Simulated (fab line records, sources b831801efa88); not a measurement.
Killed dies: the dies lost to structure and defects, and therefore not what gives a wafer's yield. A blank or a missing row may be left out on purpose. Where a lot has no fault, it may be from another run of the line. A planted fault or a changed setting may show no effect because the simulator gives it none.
Which of the tools did it? | flow gf180mcu | Sampling: 13 lots, 38 wafers, 5 of 602 route steps

## WHAT THE GAUGES SHOWED, per wafer
GF_HV_LDD_OVL_MEAS_08. Usual: HV_LDD_OVL typically reads -1.2 nm, with standard deviation 2.1.
lot  | measured     | on         | HV_LDD_OVL (nm) | flag
L587 | day 9 23:53  | overlay-01 | -0.8 -2.3 -0.6  |
L588 | day 10 09:37 | overlay-02 | -3.3 -3.8 -3.1  |
L589 | day 10 18:47 | overlay-01 | 3.7 2.5 4.9     |
L591 | day 11 13:39 | overlay-01 | -2.2 -2.3 -3.2  |
L593 | day 11 22:03 | overlay-01 | -4.7 -3.7 -4.4  |
L594 | day 12 04:34 | overlay-02 | -0.5 1.7 0.3    |
L595 | day 12 15:21 | overlay-01 | -2.3 -3.0 -4.0  |
L596 | day 12 18:02 | overlay-02 | -0.6 -1.4 0.2   |
L597 | day 13 02:18 | overlay-01 | -1.6 -1.4 -0.9  |
L598 | day 13 07:36 | overlay-02 | -3.0 -2.8 -2.6  |
L599 | day 13 14:54 | overlay-02 | 3.0 1.8 1.1     |
L601 | day 14 12:34 | overlay-02 | -2.8 -2.3 -2.2  |
L604 | day 15 05:13 | overlay-02 | -2.5 -0.7       |

GF_SALICIDE_THK_MEAS_05: measures by xrf. Usual: SALICIDE_TIN_THK typically reads 19.97 nm, with standard deviation 0.27.
lot  | measured     | on            | SALICIDE_TIN_THK (nm) | flag
L587 | day 15 02:04 | film metro-01 | 19.59 19.59 19.77     |
L588 | day 15 15:22 | film metro-01 | 20.23 19.88 20.15     |
L589 | day 16 02:45 | film metro-03 | 20.17 19.97 20.03     |
L591 | day 17 00:55 | film metro-04 | 19.99 19.71 19.93     |
L593 | day 17 09:41 | film metro-01 | 19.71 19.65 19.61     |
L594 | day 17 17:43 | film metro-03 | 19.80 20.16 19.84     |
L595 | day 18 06:39 | film metro-01 | 20.05 19.96 20.03     |
L596 | day 18 09:35 | film metro-03 | 19.91 19.94 19.71     |
L597 | day 18 21:07 | film metro-01 | 19.79 19.82 19.83     |
L598 | day 19 02:01 | film metro-04 | 20.02 20.08 20.43     |
L599 | day 19 12:04 | film metro-03 | 20.31 19.97 20.08     |
L601 | day 20 13:16 | film metro-04 | 19.50 19.92 19.95     |
L604 | day 21 07:35 | film metro-01 | 20.34 20.33           |

GF_CONTACT_BOW_MEAS_05. Usual: CONTACT_BOW typically reads 65 um, with standard deviation 6.7.
lot  | measured     | on            | CONTACT_BOW (um) | flag
L587 | day 15 02:57 | film metro-04 | 56 66 67         |
L588 | day 15 16:23 | film metro-04 | 67 55 51         |
L589 | day 16 03:38 | film metro-04 | 66 60 54         |
L591 | day 17 01:49 | film metro-03 | 67 64 60         |
L593 | day 17 10:35 | film metro-04 | 64 66 64         |
L594 | day 17 18:38 | film metro-02 | 66 66 58         |
L595 | day 18 07:35 | film metro-03 | 66 60 58         |
L596 | day 18 10:34 | film metro-02 | 63 68 71         |
L597 | day 18 22:01 | film metro-04 | 58 61 65         |
L598 | day 19 02:56 | film metro-03 | 65 62 65         |
L599 | day 19 12:57 | film metro-04 | 59 67 69         |
L601 | day 20 14:46 | film metro-04 | 46 64 68         |
L604 | day 21 08:32 | film metro-02 | 64 62            |

## EACH LOT AND THE TOOL THAT RAN IT (in order: tool; ch and the chambers of the sampled wafers; start)
lot  | GF_SAB_COAT_04                    | GF_SAB_STRIP_13
L587 | litho track-04 ch 0, day 14 14:51 | plasma asher-01 ch 0,1, day 15 01:43
L588 | litho track-02 ch 0, day 15 03:32 | plasma asher-03 ch 0,1, day 15 15:01
L589 | litho track-01 ch 0, day 15 14:51 | plasma asher-03 ch 0,1, day 16 02:22
L591 | litho track-02 ch 0, day 16 12:51 | plasma asher-03 ch 0,1, day 17 00:32
L593 | litho track-01 ch 0, day 16 21:26 | plasma asher-02 ch 0,1, day 17 09:19
L594 | litho track-01 ch 0, day 17 05:18 | plasma asher-01 ch 0,1, day 17 17:22
L595 | litho track-04 ch 0, day 17 17:54 | plasma asher-01 ch 0,1, day 18 06:17
L596 | litho track-04 ch 0, day 17 20:51 | plasma asher-02 ch 0,1, day 18 09:11
L597 | litho track-01 ch 0, day 18 08:18 | plasma asher-03 ch 0,1, day 18 20:45
L598 | litho track-04 ch 0, day 18 13:06 | plasma asher-02 ch 0,1, day 19 01:40
L599 | litho track-04 ch 0, day 18 22:57 | plasma asher-03 ch 0,1, day 19 11:42
L601 | litho track-04 ch 0, day 20 00:09 | plasma asher-01 ch 0,1, day 20 12:54
L604 | litho track-04 ch 0, day 20 18:52 | plasma asher-01 ch 0, day 21 07:13
- GF_SAB_COAT_04: resist thk 1000 nm.
- GF_SAB_STRIP_13: strips in O2/N2.

## WHAT THE TOOLS THEMSELVES READ (means of the sampled wafers that have a number; where no wafer has one, the mark that the record gives instead)
GF_SAB_COAT_04. Usual: 3000.1 rpm for spin speed rpm, sd 2.4.
lot  | tool           | spin speed rpm (rpm) | flag
L587 | litho track-04 | 2999.3               |
L588 | litho track-02 | 2999.2               |
L589 | litho track-01 | 3000.3               |
L591 | litho track-02 | 2999.7               |
L593 | litho track-01 | 3003.8               |
L594 | litho track-01 | 2998.6               |
L595 | litho track-04 | 3001.2               |
L596 | litho track-04 | 3002.2               |
L597 | litho track-01 | 3001.3               |
L598 | litho track-04 | 3000.2               |
L599 | litho track-04 | 2997.6               |
L601 | litho track-04 | 2999.6               |
L604 | litho track-04 | 3000.2               |

GF_SAB_STRIP_13. Usual: drypump motor current A 5.8 A, standard deviation 0.56; heater power w 328 W, standard deviation 14; oes product au 0.710 a.u., standard deviation 0.0046; strip time to endpoint s 12.60 s, standard deviation 0.036.
lot  | tool            | drypump motor current A (A) | heater power w (W) | oes product au (a.u.) | strip time to endpoint s (s) | flag
L587 | plasma asher-01 | 5.3                         | 322                | 0.712                 | 12.68                        |
L588 | plasma asher-03 | 6.2                         | 333                | 0.706                 | 12.61                        |
L589 | plasma asher-03 | 6.2                         | 333                | 0.713                 | 12.57                        |
L591 | plasma asher-03 | 5.9                         | 333                | 0.710                 | 12.60                        |
L593 | plasma asher-02 | 5.8                         | 307                | 0.708                 | 12.60                        |
L594 | plasma asher-01 | 5.3                         | 338                | 0.710                 | 12.62                        |
L595 | plasma asher-01 | 5.3                         | 334                | 0.708                 | 12.61                        |
L596 | plasma asher-02 | 5.8                         | 308                | 0.708                 | 12.62                        |
L597 | plasma asher-03 | 5.9                         | 333                | 0.707                 | 12.56                        |
L598 | plasma asher-02 | 5.8                         | 308                | 0.713                 | 12.59                        |
L599 | plasma asher-03 | 5.9                         | 337                | 0.711                 | 12.59                        |
L601 | plasma asher-01 | 5.3                         | 339                | 0.705                 | 12.54                        |
L604 | plasma asher-01 | 5.3                         | 316                | 0.708                 | 12.88                        | OFF

## THE ANSWER, worked out from the rows above alone
Rule: take the mean of a lot's wafers that have a number; if it is more than 3 standard deviations from the usual mean, the lot is off. Also off: a lot with no number at a reading for which 4 or more lots have one. Where the step has rows for the other lots, those lots are counted as sound. Order of review: gauges by route order, followed by the tools' own readings, for which a lot's mean as printed above is used. At the first step where some lot is off, the reading lying furthest off is the one used; lots without a number count as furthest.
Off at GF_SAB_STRIP_13 (strip time to endpoint s): L604.
A tool fits if, at that step or a process step before it, it ran every lot that is off, and no sound lot after the first of them. 2 tools fit, litho track-04 at GF_SAB_COAT_04 and plasma asher-01 at GF_SAB_STRIP_13, so this cannot tell which one it is.

## WHAT THE SIMULATOR PUT IN
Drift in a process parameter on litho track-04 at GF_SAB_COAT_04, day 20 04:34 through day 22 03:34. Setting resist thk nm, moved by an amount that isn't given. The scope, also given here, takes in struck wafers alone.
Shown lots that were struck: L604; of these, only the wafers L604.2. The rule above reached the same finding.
